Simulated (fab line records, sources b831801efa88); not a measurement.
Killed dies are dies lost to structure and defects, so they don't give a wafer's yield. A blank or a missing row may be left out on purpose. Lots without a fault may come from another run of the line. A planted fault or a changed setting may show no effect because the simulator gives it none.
Which tool did it? | flow sky130 | 12 lots, 36 wafers sampled, at 6 steps of a route of 708

WHAT THE GAUGES READ, wafer by wafer
SKY_LDD_N_OVL_MEAS_07. Usual: LDD_N_OVL 0.5 nm, standard deviation 1.4.
lot  | measured     | on         | LDD_N_OVL (nm) | flag
L879 | day 18 18:31 | overlay-01 | -0.4 0.3 0.2   |
L880 | day 19 02:29 | overlay-02 | -1.7 0.8 -2.2  |
L882 | day 19 21:28 | overlay-02 | 1.1 -0.1 -0.4  |
L883 | day 20 09:41 | overlay-01 | 2.6 0.9 0.0    |
L885 | day 20 23:40 | overlay-01 | 0.9 0.7 0.3    |
L887 | day 21 17:46 | overlay-01 | -0.4 3.1 2.2   |
L889 | day 22 00:07 | overlay-01 | 3.8 2.2 2.6    |
L894 | day 24 08:02 | overlay-02 | -0.1 0.1 0.5   |
L897 | day 25 12:55 | overlay-01 | 0.2 0.2 1.0    |
L898 | day 25 18:02 | overlay-02 | 0.9 1.0 0.6    |
L899 | day 26 03:28 | overlay-02 | -0.1 -1.2 -0.7 |
L900 | day 26 11:37 | overlay-02 | -0.9 -1.1 0.2  |

SKY_LDD_HVP_OVL_MEAS_07. Usual: LDD_HVP_OVL -0.4 nm, standard deviation 1.6.
lot  | measured     | on         | LDD_HVP_OVL (nm) | flag
L879 | day 22 16:20 | overlay-02 | -2.4 -2.1 -0.8   |
L880 | day 22 23:21 | overlay-01 | 1.1 1.4 -0.3     |
L882 | day 23 17:08 | overlay-02 | -1.0 0.7 0.5     |
L883 | day 24 05:46 | overlay-01 | -1.8 -0.4 -1.0   |
L885 | day 24 20:04 | overlay-01 | 2.2 1.1 1.0      |
L887 | day 25 13:29 | overlay-01 | - - -            | OFF
L889 | day 25 18:58 | overlay-02 | 0.2 -0.6 -0.4    |
L894 | day 28 00:49 | overlay-02 | 1.5 2.0 1.6      |
L897 | day 29 03:25 | overlay-02 | -0.2 -2.7 -1.0   |
L898 | day 29 09:35 | overlay-01 | 0.3 -3.5 -1.7    |
L899 | day 29 18:37 | overlay-02 | -1.4 -2.5 -1.1   |
L900 | day 30 01:17 | overlay-01 | -0.1 0.0 0.5     |

SKY_LDD_HVP_TW_MEAS_10. Usual: LDD_HVP_TW 456, standard deviation 4.4.
lot  | measured     | on            | LDD_HVP_TW  | flag
L879 | day 22 16:37 | film_metro-03 | 456 456 459 |
L880 | day 22 23:39 | film_metro-02 | 453 454 450 |
L882 | day 23 17:25 | film_metro-02 | 452 449 450 |
L883 | day 24 06:03 | film_metro-02 | 451 449 450 |
L885 | day 24 20:22 | film_metro-02 | 451 451 449 |
L887 | day 25 13:46 | film_metro-02 | 30 30 30    | OFF
L889 | day 25 19:15 | film_metro-02 | 450 450 450 |
L894 | day 28 01:07 | film_metro-01 | 464 461 461 |
L897 | day 29 03:42 | film_metro-01 | 462 462 463 |
L898 | day 29 09:57 | film_metro-02 | 454 450 451 |
L899 | day 29 18:55 | film_metro-01 | 464 464 461 |
L900 | day 30 01:35 | film_metro-02 | 456 457 457 |

SKY_LDD_LDN_TW_MEAS_13. Usual: LDD_LDN_TW 1476, standard deviation 21.
lot  | measured     | on            | LDD_LDN_TW     | flag
L879 | day 23 23:11 | film_metro-01 | 1485 1485 1488 |
L880 | day 24 06:09 | film_metro-03 | 1489 1482 1480 |
L882 | day 24 23:51 | film_metro-03 | 1480 1484 1486 |
L883 | day 25 11:26 | film_metro-03 | 1489 1479 1479 |
L885 | day 26 02:03 | film_metro-01 | 1501 1505 1501 |
L887 | day 26 19:11 | film_metro-03 | 1484 1482 1475 |
L889 | day 27 00:48 | film_metro-04 | 1441 1441 1435 |
L894 | day 29 05:50 | film_metro-04 | 1457 1458 1450 |
L897 | day 30 07:59 | film_metro-01 | 1509 1507 1512 |
L898 | day 30 13:21 | film_metro-04 | 1444 1443 1445 |
L899 | day 30 21:16 | film_metro-04 | 1441 1444 1446 |
L900 | day 31 04:46 | film_metro-03 | 1474 1479 1481 |

WHICH TOOL RAN EACH LOT (tool, then ch and the chambers of the sampled wafers, then the start)
lot  | SKY_POLY_GATE_ETCH_16              | SKY_LDD_HVP_EXPOSE_04
L879 | rie_diel-02 ch 1,2,3, day 17 08:28 | iline_stepper-01 ch 0, day 22 00:50
L880 | rie_diel-04 ch 0,2,3, day 17 16:25 | iline_stepper-01 ch 0, day 22 08:05
L882 | rie_diel-03 ch 0,1,3, day 18 12:01 | iline_stepper-02 ch 0, day 23 02:41
L883 | rie_diel-03 ch 1,3, day 19 00:04   | iline_stepper-01 ch 0, day 23 15:20
L885 | rie_diel-03 ch 0,3, day 19 15:25   | iline_stepper-02 ch 0, day 24 06:03
L887 | rie_diel-04 ch 0,3, day 20 09:01   | iline_stepper-02 ch 0, day 24 22:30
L889 | rie_diel-02 ch 1,2,3, day 20 15:52 | iline_stepper-01 ch 0, day 25 04:28
L894 | rie_diel-02 ch 1,2, day 23 00:34   | iline_stepper-02 ch 0, day 27 10:02
L897 | rie_diel-04 ch 0,1,2, day 24 04:25 | iline_stepper-01 ch 0, day 28 13:25
L898 | rie_diel-04 ch 0,1,2, day 24 10:13 | iline_stepper-02 ch 0, day 28 19:39
L899 | rie_diel-03 ch 0,3, day 24 20:46   | iline_stepper-01 ch 0, day 29 04:46
L900 | rie_diel-04 ch 0,2,3, day 25 04:34 | iline_stepper-01 ch 0, day 29 11:29
- SKY_POLY_GATE_ETCH_16: etches Si3N4 in CH3F/O2, stops on poly-Si, time 147.5 s, target depth 75 nm.
- SKY_LDD_HVP_EXPOSE_04: exposes mask HVPTM, target cd 700 nm.

WHAT THE TOOLS THEMSELVES READ (means of the sampled wafers that have a number; where no wafer has one, the mark that the record gives instead)
SKY_POLY_GATE_ETCH_16. Usual: chamber_pressure_mTorr 25.000 mTorr, standard deviation 0.023; drypump_motor_current_A 5.7 A, standard deviation 0.48; oes_product_au 0.640 a.u., standard deviation 0.0053; rf_fwd_power_W 398.0 W, standard deviation 1.3; throttle_valve_pct 10.534 %, standard deviation 0.0099.
lot  | tool        | chamber_pressure_mTorr (mTorr) | drypump_motor_current_A (A) | oes_product_au (a.u.) | rf_fwd_power_W (W) | throttle_valve_pct (%) | flag
L879 | rie_diel-02 | 25.001                         | 6.1                         | 0.640                 | 398.5              | 10.534                 |
L880 | rie_diel-04 | 25.008                         | 5.7                         | 0.641                 | 398.6              | 10.520                 |
L882 | rie_diel-03 | 25.014                         | 5.4                         | 0.643                 | 399.0              | 10.539                 |
L883 | rie_diel-03 | 24.980                         | 4.9                         | 0.645                 | 397.4              | 10.534                 |
L885 | rie_diel-03 | 24.968                         | 6.0                         | 0.642                 | 397.1              | 10.532                 |
L887 | rie_diel-04 | 24.984                         | 6.1                         | 0.643                 | 397.7              | 10.542                 |
L889 | rie_diel-02 | 25.005                         | 6.1                         | 0.644                 | 398.4              | 10.531                 |
L894 | rie_diel-02 | 24.997                         | 5.8                         | 0.638                 | 398.1              | 10.546                 |
L897 | rie_diel-04 | 25.001                         | 5.6                         | 0.635                 | 397.2              | 10.530                 |
L898 | rie_diel-04 | 25.034                         | 5.6                         | 0.637                 | 397.9              | 10.530                 |
L899 | rie_diel-03 | 25.005                         | 5.9                         | 0.636                 | 398.1              | 10.544                 |
L900 | rie_diel-04 | 25.005                         | 5.7                         | 0.638                 | 399.2              | 10.527                 |

THE ANSWER, worked out from the rows above alone
Rule: a lot is off if the mean of its wafers that have a number lies more than 3 standard deviations from the usual mean. A lot without any number at a reading at which 4 lots or more have one is off too. The other lots that the step has rows for count as sound. The gauges are gone through in route order, then the tools' own readings, and for those a lot's mean is taken as printed above. The first step at which some lot is off is used, and at that step the reading that is off furthest; a lot without a number counts as furthest.
Off: L887, at SKY_LDD_HVP_OVL_MEAS_07 (LDD_HVP_OVL). Without a number there: L887.
A tool fits if, at a process step before that reading, it ran every lot that is off, and no sound lot after the first of them. The gauges at SKY_LDD_HVP_OVL_MEAS_07 aren't tried: what is off there is off at SKY_LDD_HVP_TW_MEAS_10 too, on other tools, and a gauge's error can't cause that. None of those tried fits.

WHAT THE SIMULATOR HAD PUT IN
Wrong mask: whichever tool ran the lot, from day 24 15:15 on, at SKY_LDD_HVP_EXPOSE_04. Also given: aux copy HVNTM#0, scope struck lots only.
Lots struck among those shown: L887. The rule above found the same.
